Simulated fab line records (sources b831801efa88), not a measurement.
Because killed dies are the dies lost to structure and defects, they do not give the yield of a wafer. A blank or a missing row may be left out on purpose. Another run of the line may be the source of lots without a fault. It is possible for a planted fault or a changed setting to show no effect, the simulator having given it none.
Which tool was responsible? :: flow gf180mcu :: 18 wafers from 6 lots sampled at 4 of the route's 602 steps

## WHAT EACH GAUGE READ, for each wafer
GF_M3_RS_MEAS_05: measurement is done with a four-point probe.
lot: L194
measured: day 20 18:02
on: film metro-01
M3_ALCU_RS (ohm/sq): 0.0702 0.0708 0.0708

lot: L198
measured: day 22 11:52
on: film metro-01
M3_ALCU_RS (ohm/sq): 0.0694 0.0696 0.0693

lot: L206
measured: day 25 05:34
on: film metro-01
M3_ALCU_RS (ohm/sq): 0.0694 0.0694 0.0689

lot: L209
measured: day 26 02:09
on: film metro-01
M3_ALCU_RS (ohm/sq): 0.0698 0.0697 0.0699

lot: L213
measured: day 27 02:17
on: film metro-04
M3_ALCU_RS (ohm/sq): 0.0695 0.0698 0.0697

lot: L215
measured: day 27 15:26
on: film metro-04
M3_ALCU_RS (ohm/sq): 0.0681 0.0677 0.0679

## EACH LOT AND THE TOOL THAT RAN IT (in order: tool; ch and the chambers of the sampled wafers; start)
lot: L194
GF_V2_ETCH_17: rie diel-02 ch 0,1, day 20 17:04 or earlier
GF_V2_SPUTTER_21: pvd sputter-01, day 20 17:04
GF_M3_SPUTTER_00: pvd sputter-02, day 20 17:45

lot: L198
GF_V2_ETCH_17: rie diel-01 ch 0,1,3, day 22 10:57 or earlier
GF_V2_SPUTTER_21: pvd sputter-04, day 22 10:57
GF_M3_SPUTTER_00: pvd sputter-03, day 22 11:38

lot: L206
GF_V2_ETCH_17: rie diel-02 ch 0,1, day 25 04:37 or earlier
GF_V2_SPUTTER_21: pvd sputter-02, day 25 04:37
GF_M3_SPUTTER_00: pvd sputter-04, day 25 05:19

lot: L209
GF_V2_ETCH_17: rie diel-01 ch 0,1,3, day 26 01:14 or earlier
GF_V2_SPUTTER_21: pvd sputter-01, day 26 01:14
GF_M3_SPUTTER_00: pvd sputter-04, day 26 01:55

lot: L213
GF_V2_ETCH_17: rie diel-04 ch 0,2,3, day 27 01:18 or earlier
GF_V2_SPUTTER_21: pvd sputter-04, day 27 01:18
GF_M3_SPUTTER_00: pvd sputter-04, day 27 02:00

lot: L215
GF_V2_ETCH_17: rie diel-01 ch 2,3, day 27 14:29 or earlier
GF_V2_SPUTTER_21: pvd sputter-01, day 27 14:29
GF_M3_SPUTTER_00: pvd sputter-03, day 27 15:11
- GF_V2_ETCH_17: etches SiO2 in C4F8/O2/Ar, stops on TiN, target depth 630 nm.
- GF_V2_SPUTTER_21: material Ti, target thk 15 nm, time 80.02 s.
- GF_M3_SPUTTER_00: material Ti, target thk 37.5 nm, time 150 s.

## THE ANSWER, worked out from the rows above alone
Rule: the lots themselves supply what counts as usual. The widest of any qualifying gaps counts: lots, ordered by their means at a reading, are off when they make up no more than a third of the lots, leave a main group of 4 or more, and stand apart from it by 3 or more times the standard deviation of that group's means. The tables above print the reading to a certain number of digits; a main group whose means all agree to those digits is not used. A lot without any number at a reading at which 4 lots or more have one is off too. Where the step has rows for the other lots, those lots are counted as sound.
No lot is off on any of the readings shown, so nothing can be concluded from this.

## WHAT THE SIMULATOR HAD PUT IN
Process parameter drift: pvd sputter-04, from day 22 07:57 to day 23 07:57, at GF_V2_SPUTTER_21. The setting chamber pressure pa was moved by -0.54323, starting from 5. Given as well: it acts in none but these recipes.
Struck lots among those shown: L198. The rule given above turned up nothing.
